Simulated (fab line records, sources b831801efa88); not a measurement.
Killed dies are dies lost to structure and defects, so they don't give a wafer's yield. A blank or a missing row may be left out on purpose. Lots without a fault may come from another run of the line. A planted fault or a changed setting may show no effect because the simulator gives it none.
fab line records | flow sky130
record lots=14 wafers=42 last_day=50
route steps=708 shown METAL3@563 VIA3@589
lots that met no fault: from a run of the same line without faults
start_h: hours from the record's first day to the start of the lot's first wafer shown | wait_h: hours since the lot's step before | " the same as in the row above | L1.1+2: a row that stands for several wafers | - no value, or no start given | * or withheld: withheld | < > ~ a bound
route shown NAME@n: a module of which the file shows steps, and the number in the route of the first | usual: mean/standard deviation of fault-free wafers | same: alike in all rows | chamber/n: place in a boat | sites: the reading at each site | _std_site: their standard deviation | _edge_site: outer sites' mean less inner sites' | radius_mm: how far each site lies from the wafer's centre | mask NAME#n: copy n | behind: the tool/chamber that last shaped the wafer | hold: why the lot was held/for how many hours/how that ended | device: the transistor (n, p or np) that didn't switch | end of line: the same wafers' tests at the end of the route | a step without rows: its recipe alone | killed: dies lost to structure and defects at the first sort, not the wafer's yield | map: a wafer's dies, x killed, . not, _ none there
set.NAME: the setting as run; set.NAME@STEP: as run at that earlier step | model.NAME: the simulator's own value behind a step, which no gauge read
steps of the route over a sample of lots; a table a step, a row a wafer
services: from which hour (start_h, from the record's first day; less than 0 if before it) a tool's chamber was out of use, for how many hours, and why
## steps
# step SKY_METAL3_CD_MEAS_13
# recipe target_cd_nm=300
# usual cd_nm=300.0/1.4
# columns lot.wafer tool chamber start_h wait_h cd_nm
L854.1 cd_sem-02 - 920.15 - 301.5
L854.4 " - " " 300.6
L854.6 " - " " 300.4
L856.4 cd_sem-02 - 931.36 - 298.0
L856.5 " - " " 298.1
L856.6 " - " " 298.0
L859.2 cd_sem-02 - 951.42 - 301.5
L859.4 " - " " 302.4
L859.6 " - " " 301.1
L860.2 cd_sem-01 - 956.82 - 300.3
L860.3 " - " " 299.4
L860.4 " - " " 299.9
L862.2 cd_sem-01 - 977.37 - 300.4
L862.5 " - " " 299.3
L862.6 " - " " 299.0
L863.2 cd_sem-01 - 983.97 - 302.9
L863.3 " - " " 303.6
L863.4 " - " " 302.8
L864.1 cd_sem-01 - 990.66 - 298.0
L864.2 " - " " 299.2
L864.5 " - " " 299.2
L865.1 cd_sem-01 - 1001.00 - 301.7
L865.3 " - " " 301.1
L865.5 " - " " 300.4
L866.2 cd_sem-01 - 1001.54 - 301.0
L866.4 " - " " 302.4
L866.5 " - " " 302.9
L867.1 cd_sem-02 - 1007.66 - 298.3
L867.2 " - " " 299.6
L867.4 " - " " 299.0
L868.1 cd_sem-01 - 1017.95 - 298.5
L868.3 " - " " 298.8
L868.6 " - " " 298.2
L873.1 cd_sem-01 - 1040.96 - 300.7
L873.3 " - " " 300.4
L873.5 " - " " 302.6
L874.2 cd_sem-02 - 1049.52 - 298.5
L874.3 " - " " 299.1
L874.5 " - " " 299.3
L875.1 cd_sem-01 - 1057.45 - 298.5
L875.2 " - " " 299.0
L875.3 " - " " 299.0
# step SKY_METAL3_ETCH_16
# recipe chemistry=N2/H2 target=BARC ion_energy_ev=200 bias_w=100 pressure_mtorr=30 n2_flow_sccm=100 h2_flow_sccm=200 icp_w=500 stop_on=SiO2 time_s=88.2 target_depth_a=600
# usual drypump_motor_current_A=6.0/0.39 h2_flow_sccm=200.0/0.59 oes_product_au=0.626/0.0041 throttle_valve_pct=13.204/0.0088
# columns lot.wafer tool chamber start_h wait_h drypump_motor_current_A h2_flow_sccm oes_product_au rf_hours_counter_h throttle_valve_pct
L854.1 rie_metal-02 1 920.34 0.0 5.5 199.4 0.626 3 13.215
L854.4 " 1 " " 5.5 199.1 0.619 - 13.200
L854.6 " 1 " " 5.5 198.8 0.618 - 13.217
L856.4 rie_metal-03 0 931.52 0.0 5.5 200.6 0.625 - 13.202
L856.5 " 1 " " 5.9 200.8 0.625 - 13.195
L856.6 " 0 " " 5.5 199.8 0.631 - 13.198
L859.2 rie_metal-03 0 951.65 0.1 5.5 199.5 0.627 - 13.198
L859.4 " 0 " " 5.5 199.5 0.624 - 13.202
L859.6 " 0 " " 5.5 199.8 0.621 - 13.189
L860.2 rie_metal-02 0 956.99 0.0 6.4 200.2 0.626 15 13.209
L860.3 " 0 " " 6.4 200.2 0.627 - 13.219
L860.4 " 1 " " 5.5 200.0 0.625 - 13.211
L862.2 rie_metal-04 1 977.54 0.0 6.0 199.5 0.623 9 13.190
L862.5 " 1 " " 6.0 200.1 0.620 - 13.215
L862.6 " 0 " " 6.5 199.4 0.626 - 13.206
L863.2 rie_metal-04 1 984.14 0.0 6.0 199.7 0.630 9 13.179
L863.3 " 0 " " 6.4 200.2 0.627 - 13.217
L863.4 " 1 " " 6.0 200.9 0.629 - 13.204
L864.1 rie_metal-03 1 990.84 0.0 5.9 199.3 0.629 8 13.205
L864.2 " 0 " " 5.6 201.3 0.622 16 13.198
L864.5 " 1 " " 5.9 199.5 0.627 - 13.197
L865.1 rie_metal-03 0 1001.19 0.0 5.5 200.3 0.628 16 13.207
L865.3 " 0 " " 5.6 200.4 0.620 - 13.191
L865.5 " 0 " " 5.5 200.7 0.623 - 13.198
L866.2 rie_metal-02 0 1001.70 0.0 6.3 200.3 0.631 17 13.186
L866.4 " 0 " " 6.4 201.0 0.631 - 13.208
L866.5 " 1 " " 5.5 198.8 0.627 - 13.209
L867.1 rie_metal-02 1 1007.84 0.0 5.5 201.6 0.619 7 13.202
L867.2 " 0 " " 6.4 200.4 0.630 17 13.198
L867.4 " 1 " " 5.5 200.3 0.626 - 13.203
L868.1 rie_metal-04 1 1018.13 0.0 6.0 199.5 0.633 11 13.206
L868.3 " 1 " " 6.0 199.2 0.629 - 13.186
L868.6 " 0 " " 6.5 200.3 0.631 - 13.205
L873.1 rie_metal-02 0 1041.14 0.0 6.4 200.3 0.630 20 13.222
L873.3 " 1 " " 5.5 199.4 0.624 - 13.218
L873.5 " 0 " " 6.4 199.4 0.622 - 13.211
L874.2 rie_metal-02 1 1049.69 0.0 5.5 199.2 0.630 10 13.202
L874.3 " 1 " " 5.5 198.6 0.620 - 13.197
L874.5 " 1 " " 5.5 198.5 0.627 - 13.207
L875.1 rie_metal-04 1 1057.64 0.0 5.9 199.2 0.616 13 13.200
L875.2 " 0 " " 6.5 200.0 0.625 21 13.207
L875.3 " 1 " " 5.9 200.7 0.623 - 13.206
# step SKY_VIA3_STRIP_16
# recipe chemistry=O2/N2 power_w=1400 pressure_mtorr=1500 platen_temp_c=withheld o2_flow_sccm=3000 n2_flow_sccm=300 overash_fraction=0.5
# usual chamber_pressure_mTorr=1500.1/1.4 drypump_motor_current_A=6.0/0.44 oes_product_au=0.403/0.0046 strip_time_to_endpoint_s=4.140/0.027
# columns lot.wafer tool chamber start_h wait_h chamber_pressure_mTorr drypump_motor_current_A oes_product_au rf_hours_counter_h strip_time_to_endpoint_s
L854.1 plasma_asher-04 0 946.41 0.0 1500.0 6.0 0.410 105 4.155
L854.4 " 1 " " 1499.1 5.3 0.401 - 4.142
L854.6 " 0 " " 1499.9 6.0 0.404 - 4.170
L856.4 plasma_asher-01 0 958.00 0.1 1500.3 6.1 0.410 - 4.127
L856.5 " 0 " " 1499.3 6.1 0.396 - 4.145
L856.6 " 1 " " 1501.1 6.7 0.405 - 4.143
L859.2 plasma_asher-01 0 977.73 0.0 1499.8 6.1 0.401 23 4.122
L859.4 " 1 " " 1498.8 6.7 0.405 - 4.100
L859.6 " 0 " " 1500.8 6.2 0.396 - 4.137
L860.2 plasma_asher-03 1 983.51 0.0 1499.4 5.7 0.404 90 4.111
L860.3 " 0 " " 1500.7 5.8 0.400 - 4.138
L860.4 " 1 " " 1498.5 5.8 0.410 - 4.129
L862.2 plasma_asher-01 0 1002.01 0.0 1502.1 6.2 0.399 25 4.109
L862.5 " 1 " " 1498.9 6.7 0.404 - 4.143
L862.6 " 0 " " 1500.8 6.1 0.405 - 4.151
L863.2 plasma_asher-04 1 1009.27 0.0 1500.9 5.3 0.411 111 4.135
L863.3 " 0 " " 1499.0 6.0 0.396 - 4.095
L863.4 " 1 " " 1502.8 5.3 0.397 - 4.143
L864.1 plasma_asher-03 0 1015.41 0.0 1500.9 5.8 0.395 93 4.110
L864.2 " 1 " " 1498.4 5.7 0.401 93 4.100
L864.5 " 0 " " 1500.1 5.8 0.404 - 4.150
L865.1 plasma_asher-01 0 1024.61 0.0 - - - - -
L865.3 " 0 " " - - - - -
L865.5 " 0 " " - - - - -
L866.2 plasma_asher-03 0 1026.56 0.0 - - - - -
L866.4 " 0 " " - - - - -
L866.5 " 1 " " - - - - -
L867.1 plasma_asher-04 0 1033.07 0.0 1501.3 6.0 0.404 113 4.158
L867.2 " 1 " " 1501.5 5.3 0.401 113 4.157
L867.4 " 0 " " 1501.3 6.0 0.402 - 4.192
L868.1 plasma_asher-01 1 1043.01 0.0 1499.9 6.7 0.407 29 4.102
L868.3 " 0 " " 1501.3 6.1 0.402 - 4.151
L868.6 " 0 " " 1500.6 6.1 0.401 - 4.138
L873.1 plasma_asher-04 0 1064.72 0.0 1498.6 6.0 0.404 0 4.160
L873.3 " 0 " " 1499.8 6.0 0.407 - 4.172
L873.5 " 0 " " 1500.1 6.0 0.400 - 4.126
L874.2 plasma_asher-03 0 1073.01 0.0 1501.3 5.8 0.404 99 4.133
L874.3 " 1 " " 1503.3 5.7 0.403 - 4.160
L874.5 " 1 " " 1496.4 5.7 0.401 - 4.161
L875.1 plasma_asher-03 0 1080.51 0.0 1501.3 5.8 0.399 99 4.128
L875.2 " 1 " " 1500.4 5.7 0.407 99 4.178
L875.3 " 0 " " 1498.0 5.8 0.407 - 4.131
# step SKY_VIA3_CMP_24
# recipe stop_on=SiO2 t_overpolish_s=20 down_force_psi=3.5 platen_rpm=60 target_thk_nm=0 pad_velocity_m_s=0.94248
# usual head_pressure_psi=3.500/0.0072 motor_current_A=11.0/1.2 overpolish_run_s=20.001/0.0099 slurry_flow_ml_min=150.0/0.45 time_to_endpoint_s=94/4.4
# columns lot.wafer tool chamber start_h wait_h head_pressure_psi motor_current_A overpolish_run_s slurry_flow_ml_min time_to_endpoint_s
L854.1 cmp-02 2 947.37 0.1 3.493 11.5 19.993 149.8 98
L854.4 " 3 " " 3.507 9.2 19.998 150.4 92
L854.6 " 3 " " 3.506 9.5 20.003 150.2 98
L856.4 cmp-01 1 959.07 0.2 3.504 9.7 20.024 149.8 94
L856.5 " 2 " " 3.486 10.8 20.005 150.0 91
L856.6 " 3 " " 3.494 10.8 20.000 149.8 88
L859.2 cmp-02 0 978.72 0.0 3.496 13.6 20.000 150.7 105
L859.4 " 2 " " 3.498 11.6 20.020 149.8 98
L859.6 " 0 " " 3.504 13.8 20.001 150.0 100
L860.2 cmp-01 3 984.47 0.0 3.498 10.1 20.008 149.6 91
L860.3 " 0 " " 3.497 11.2 20.010 150.8 94
L860.4 " 2 " " 3.508 11.4 19.990 149.8 89
L862.2 cmp-02 0 1003.20 0.2 3.515 13.4 20.008 150.1 102
L862.6 " 2 " " 3.509 11.8 19.988 149.9 94
L862.5 " 3 " " 3.493 9.3 20.015 150.2 93
L863.2 cmp-01 1 1010.23 0.0 3.509 9.7 20.013 149.4 94
L863.4 " 2 " " 3.506 11.2 20.006 149.6 93
L863.3 " 0 " " 3.508 11.4 20.009 150.2 94
L864.1 cmp-02 2 1016.37 0.1 3.494 11.6 19.996 150.1 101
L864.2 " 0 " " 3.492 13.9 19.988 150.2 105
L864.5 " 3 " " 3.504 9.6 20.008 149.9 94
L865.1 cmp-02 2 1025.70 0.1 3.500 11.7 19.987 149.3 95
L865.3 " 3 " " 3.499 9.2 19.990 150.8 93
L865.5 " 1 " " 3.502 9.6 20.002 149.9 95
L866.4 cmp-02 2 1027.52 0.0 3.502 11.7 20.001 149.6 92
L866.2 " 0 " " 3.500 13.3 20.001 150.8 99
L866.5 " 3 " " 3.489 9.0 20.005 149.7 90
L867.2 cmp-02 1 1034.02 0.0 3.504 10.6 19.988 150.8 95
L867.4 " 2 " " 3.504 12.1 20.010 150.8 93
L867.1 " 0 " " 3.497 13.9 19.990 150.4 105
L868.1 cmp-02 0 1044.02 0.1 3.505 13.5 19.994 150.2 98
L868.3 " 1 " " 3.499 9.9 19.998 149.8 92
L868.6 " 0 " " 3.493 13.3 19.995 150.5 101
L873.3 cmp-01 2 1065.75 0.1 3.489 10.2 20.017 150.3 91
L873.1 " 1 " " 3.498 10.0 20.019 150.2 92
L873.5 " 3 " " 3.502 11.3 19.998 150.1 89
L874.3 cmp-02 1 1074.03 0.1 3.505 10.7 19.996 149.8 104
L874.2 " 2 " " 3.503 11.1 20.021 150.7 101
L874.5 " 1 " " 3.504 10.0 19.982 149.3 96
L875.1 cmp-01 0 1081.48 0.1 3.497 10.7 19.989 150.1 92
L875.2 " 1 " " 3.485 10.0 19.995 148.9 93
L875.3 " 3 " " 3.501 11.1 19.982 150.5 93
## services
# columns tool chamber start_h hours kind
cmp-02 - 899.44 6.2 repair
cmp-02 - 906.38 4.1 repair
cmp-01 - 912.06 4.0 pm
cmp-01 - 916.06 - consumable_replace:conditioner
cmp-01 - 916.06 - consumable_replace:pad
plasma_asher-03 - 921.52 1.1 repair
cmp-02 - 933.24 1.0 repair
rie_metal-03 1 948.72 16.2 repair
cmp-02 - 1028.40 4.0 pm
cmp-01 - 1042.68 2.2 pm
plasma_asher-04 - 1055.31 9.0 pm
plasma_asher-04 0 1055.31 9.0 vent_cycle
plasma_asher-04 1 1055.31 9.0 vent_cycle
plasma_asher-04 0 1064.31 - clean
plasma_asher-04 1 1064.31 - clean
cmp-02 - 1066.73 4.9 pm
cmp-01 - 1068.05 1.6 repair
## key
first_sign step=SKY_VIA3_STRIP_16 reading=tool_record direction=missing
effect none on later readings
met_at SKY_VIA3_STRIP_16
struck_lots L865,L866
later_rows_left_out L865.1,L865.3,L865.5,L866.2,L866.4,L866.5
sort_left_out L865.1,L865.3,L865.5,L866.2,L866.4,L866.5
not_acting_at SKY_METAL3_CD_MEAS_13,SKY_METAL3_ETCH_16,SKY_VIA3_CMP_24
onset_between 1015.41 1024.61
fault kind=skipped_step_whole tool=plasma_asher-01,plasma_asher-03 chamber=- onset_h=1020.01 steps=SKY_VIA3_STRIP_16 scope=struck_lots_only
# sort_left_out: the simulated sort isn't trusted on such a fault, so these wafers' sort isn't shown, and their yield isn't known
# later_rows_left_out: the simulator's readings of these wafers behind a module that went badly wrong aren't trusted and aren't shown, but for the sort
